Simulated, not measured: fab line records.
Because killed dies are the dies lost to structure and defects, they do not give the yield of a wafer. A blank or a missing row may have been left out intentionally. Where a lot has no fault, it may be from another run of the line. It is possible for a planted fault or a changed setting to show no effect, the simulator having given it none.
Problem report, 8D (eight disciplines) form, completed by code    flow sky130    the parts of the form that need people (team, actions taken, sign-off) are left out

1. WHAT IS WRONG
Mean of ramp_down_c_per_s at SKY_SD_N_RTA_14: 35.999 across 9 wafers in 3 lots; on wafers with no fault it is 90.002 (standard deviation 0.016). So: -99 or more standard deviations from the usual mean.
The step: time 2 s.
Earliest sighting: wafer L243.3 on rtp_anneal-02 at day 29 20:11. Wafers with a number at this step in the record: 45, from 15 lots. By rule, "out" or "out of limits" means more than 4 standard deviations away from the usual mean. The other wafers with a number count as sound.

2. WHAT IT IS, WHAT IT ISN'T
question                     is                      is not
which readings at this step  ramp_down_c_per_s       anneal_temp_c_max, chamber_o2_ppm, lamp_power_pct, ramp_up_c_per_s
which lots                   L243, L245, L248        L237, L238, L239, L242, L244, L250, L252, L254, L255, L257, L258, L259
which wafers of those lots   all that have a number  -
read on which tools          rtp_anneal-02           rtp_anneal-01
when                         from day 29 20:11       up to then (12 sound wafers); but 24 sound wafers of L244, L250, L252, L254, L255, L257, L258, L259 came after

3. THE SUSPECTS, EACH WITH WHAT RULES IT OUT
Counting: a tool stays on the suspect list if, at a process step up to the reading, it processed all lots that are out and no sound lot following the first of them.
- rtp_anneal-02 at SKY_SD_N_RTA_14 (time 2 s): ruled out as a lasting fault. Sound lots L255, L257, L259 ran on it after its first lot that is out, L243 (day 29 20:11).
Left after counting: nothing in the record.

4. THE CAUSE (what the simulator had put in)
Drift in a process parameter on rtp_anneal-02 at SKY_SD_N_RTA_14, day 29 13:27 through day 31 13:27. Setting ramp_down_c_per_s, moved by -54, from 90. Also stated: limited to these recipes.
Counting ruled it out, wrongly.

5. SEQUENCE OF EFFECTS, ordered by route
Each row: a reading whose mean over the struck wafers that have a number lies more than 3 standard deviations from the usual. Scope: only readings with a usual standard deviation given in the record; hours: median across lots of the time from each lot's start at the first step in this table that gives one to its start at this step; sigmas: change in usual standard deviations.
hours  step             reading            usual   on struck wafers  change   sigmas
0      SKY_SD_N_RTA_14  ramp_down_c_per_s  90.002  35.999            -54.003  -99 or more
Here are the process steps it includes:
- SKY_SD_N_RTA_14: time 2 s.

6. WHAT WOULD HAVE CAUGHT IT SOONER
The fault began at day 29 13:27; the first out-of-limits reading in this record came at day 29 20:11, 7 hours later.
